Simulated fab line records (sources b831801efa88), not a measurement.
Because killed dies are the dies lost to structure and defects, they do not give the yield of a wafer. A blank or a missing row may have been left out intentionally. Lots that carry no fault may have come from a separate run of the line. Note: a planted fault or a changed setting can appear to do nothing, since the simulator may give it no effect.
Which tool was responsible? :: flow sky130 :: Sampling: 13 lots, 39 wafers, 3 of 708 route steps

== WHAT EACH GAUGE READ, for each wafer ==
SKY_VIA1_BOW_MEAS_03.
lot: L227
measured: day 32 17:56
on: film metro-04
VIA1_BOW (um): 75 76 82

lot: L228
measured: day 33 07:40
on: film metro-02
VIA1_BOW (um): 82 91 73

lot: L230
measured: day 34 03:10
on: film metro-01
VIA1_BOW (um): 82 75 98

lot: L233
measured: day 34 19:37
on: film metro-02
VIA1_BOW (um): 79 79 89

lot: L239
measured: day 36 18:08
on: film metro-02
VIA1_BOW (um): 78 93 83

lot: L241
measured: day 37 05:16
on: film metro-01
VIA1_BOW (um): 77 83 83

lot: L243
measured: day 37 23:27
on: film metro-04
VIA1_BOW (um): 76 76 80

lot: L244
measured: day 38 02:35
on: film metro-02
VIA1_BOW (um): 76 75 79

lot: L245
measured: day 38 09:35
on: film metro-01
VIA1_BOW (um): 79 84 80

lot: L246
measured: day 38 11:38
on: film metro-02
VIA1_BOW (um): 79 82 80

lot: L248
measured: day 39 01:50
on: film metro-02
VIA1_BOW (um): 89 78 76

lot: L249
measured: day 39 04:01
on: film metro-02
VIA1_BOW (um): 78 77 77

lot: L250
measured: day 39 14:40
on: film metro-04
VIA1_BOW (um): 73 76 87

SKY_VIA2_THK_MEAS_01.
lot: L227
measured: day 35 00:29
on: film metro-03
VIA2_HDPCVD_THK (nm): 1184 1180 1168

lot: L228
measured: day 35 13:50
on: film metro-03
VIA2_HDPCVD_THK (nm): 1164 1175 1172

lot: L230
measured: day 36 09:15
on: film metro-03
VIA2_HDPCVD_THK (nm): 1186 1162 1177

lot: L233
measured: day 37 00:37
on: film metro-01
VIA2_HDPCVD_THK (nm): 1188 1195 1177

lot: L239
measured: day 38 23:44
on: film metro-03
VIA2_HDPCVD_THK (nm): 1175 1181 1185

lot: L241
measured: day 39 10:17
on: film metro-02
VIA2_HDPCVD_THK (nm): 1197 1190 1200

lot: L243
measured: day 40 03:27
on: film metro-03
VIA2_HDPCVD_THK (nm): 1193 1185 1195

lot: L244
measured: day 40 06:53
on: film metro-03
VIA2_HDPCVD_THK (nm): 1172 1186 1171

lot: L245
measured: day 40 13:28
on: film metro-03
VIA2_HDPCVD_THK (nm): 1174 1183 1185

lot: L246
measured: day 40 15:29
on: film metro-01
VIA2_HDPCVD_THK (nm): 1188 1180 1171

lot: L248
measured: day 41 06:25
on: film metro-03
VIA2_HDPCVD_THK (nm): 1193 1189 1188

lot: L249
measured: day 41 08:14
on: film metro-03
VIA2_HDPCVD_THK (nm): 1181 1175 1205

lot: L250
measured: day 41 18:21
on: film metro-01
VIA2_HDPCVD_THK (nm): 1179 1175 1185

== EACH LOT AND THE TOOL THAT RAN IT (in order: tool; ch and the chambers of the sampled wafers; start) ==
lot: L227
SKY_VIA1_SPUTTER_20: pvd sputter-03, day 33 20:50

lot: L228
SKY_VIA1_SPUTTER_20: pvd sputter-02, day 34 10:23

lot: L230
SKY_VIA1_SPUTTER_20: pvd sputter-02, day 35 06:05

lot: L233
SKY_VIA1_SPUTTER_20: pvd sputter-02, day 35 21:52

lot: L239
SKY_VIA1_SPUTTER_20: pvd sputter-02, day 37 20:58

lot: L241
SKY_VIA1_SPUTTER_20: pvd sputter-04, day 38 07:21

lot: L243
SKY_VIA1_SPUTTER_20: pvd sputter-04, day 39 00:38

lot: L244
SKY_VIA1_SPUTTER_20: pvd sputter-03, day 39 04:31

lot: L245
SKY_VIA1_SPUTTER_20: pvd sputter-04, day 39 11:01

lot: L246
SKY_VIA1_SPUTTER_20: pvd sputter-02, day 39 13:31

lot: L248
SKY_VIA1_SPUTTER_20: pvd sputter-04, day 40 04:03

lot: L249
SKY_VIA1_SPUTTER_20: pvd sputter-02, day 40 06:01

lot: L250
SKY_VIA1_SPUTTER_20: pvd sputter-04, day 40 16:25
- SKY_VIA1_SPUTTER_20: material TiN, target thk 20 nm, time 80 s.

== AS READ BY THE TOOLS THEMSELVES (means over the sampled wafers that have a number; for cases with no such wafer, the mark the record gives instead) ==
SKY_VIA1_SPUTTER_20.
lot: L227
tool: pvd sputter-03
throttle valve pct (%): 30.5

lot: L228
tool: pvd sputter-02
throttle valve pct (%): 29.6

lot: L230
tool: pvd sputter-02
throttle valve pct (%): 30.1

lot: L233
tool: pvd sputter-02
throttle valve pct (%): 29.5

lot: L239
tool: pvd sputter-02
throttle valve pct (%): 29.4

lot: L241
tool: pvd sputter-04
throttle valve pct (%): 30.5

lot: L243
tool: pvd sputter-04
throttle valve pct (%): 29.8

lot: L244
tool: pvd sputter-03
throttle valve pct (%): 30.7

lot: L245
tool: pvd sputter-04
throttle valve pct (%): 29.5

lot: L246
tool: pvd sputter-02
throttle valve pct (%): 29.8

lot: L248
tool: pvd sputter-04
throttle valve pct (%): 29.6

lot: L249
tool: pvd sputter-02
throttle valve pct (%): 29.8

lot: L250
tool: pvd sputter-04
throttle valve pct (%): 29.9

== THE ANSWER, worked out from the rows above alone ==
Rule: the usual values come from the lots themselves. The widest of any qualifying gaps counts: lots, ordered by their means at a reading, are off when they make up no more than a third of the lots, leave a main group of 4 or more, and stand apart from it by 3 or more times the standard deviation of that group's means. Not used: any main group whose means are identical at the precision the tables above print for the reading. Also off: a lot with no number at a reading for which 4 or more lots have one. The other lots that the step has rows for count as sound. The gauges are gone through in route order, then the tools' own readings, and for those a lot's mean is taken as printed above. The first step at which some lot is off is used, and at that step the reading that is off furthest; a lot without a number counts as furthest.
Across all readings shown, no lot is off: no conclusion can be drawn from this.

== WHAT WAS PUT IN BY THE SIMULATOR ==
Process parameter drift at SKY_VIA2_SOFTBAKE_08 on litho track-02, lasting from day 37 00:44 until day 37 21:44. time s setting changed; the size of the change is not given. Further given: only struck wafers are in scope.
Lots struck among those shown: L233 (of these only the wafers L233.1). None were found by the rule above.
